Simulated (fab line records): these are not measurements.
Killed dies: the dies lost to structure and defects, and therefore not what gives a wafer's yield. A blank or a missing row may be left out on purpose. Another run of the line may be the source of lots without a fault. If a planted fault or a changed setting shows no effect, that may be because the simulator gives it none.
Chamber matching	flow sky130	SKY_LI_CONTACT_ETCH_15 on rieDiel-02 has 4 sister chambers
The step etches PSG in C4F8/O2/Ar, stops on Si, target depth 600 nm. 8 wafers are shown with their chamber, then 7 later ones without.

== WAFERS PAIRED WITH THEIR CHAMBERS ==
wafer	chamber	oesProductAu (a.u.)
L296.5	3	0.833
L296.6	0	0.839
L297.2	1	0.837
L297.4	3	0.836
L300.3	1	0.841
L300.6	2	0.838
L304.1	2	0.836
L304.3	0	0.839

== WAFERS WITHOUT THEIR CHAMBER ==
wafer	oesProductAu (a.u.)
L304.6	0.829
L307.2	0.837
L307.3	0.843
L307.5	0.835
L318.1	0.830
L318.5	0.840
L318.6	0.832

== WHICH CHAMBER EACH WENT THROUGH ==
wafer	from the rows above	in truth
L304.6	can't be placed: 3 or 2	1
L307.2	can't be placed: 2 or 0 or 1 or 3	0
L307.3	can't be placed: 0 or 1 or 2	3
L307.5	can't be placed: 3 or 2 or 0 or 1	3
L318.1	can't be placed: 3 or 2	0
L318.5	can't be placed: 0 or 1 or 2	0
L318.6	can't be placed: 3 or 2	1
Placed correctly: 0 of 7. Cannot be placed on the basis of these rows: 7; the candidates contain the true chamber in 3. Wrongly placed: 0.
How it was worked out, from the rows above alone: a wafer's distance from a chamber is the root of the sum, over the readings, of the square of ((its reading less the chamber's mean) divided by the reading's scatter). The wafer belongs to the nearest chamber; if the next one is less than 2 further off, it can't be placed. A chamber's mean is the mean of its shown wafers. How the scatter is found: for the shown wafers, subtract from each reading the mean of its chamber, square and add these, divide the total by (wafers less chambers), then take the root.
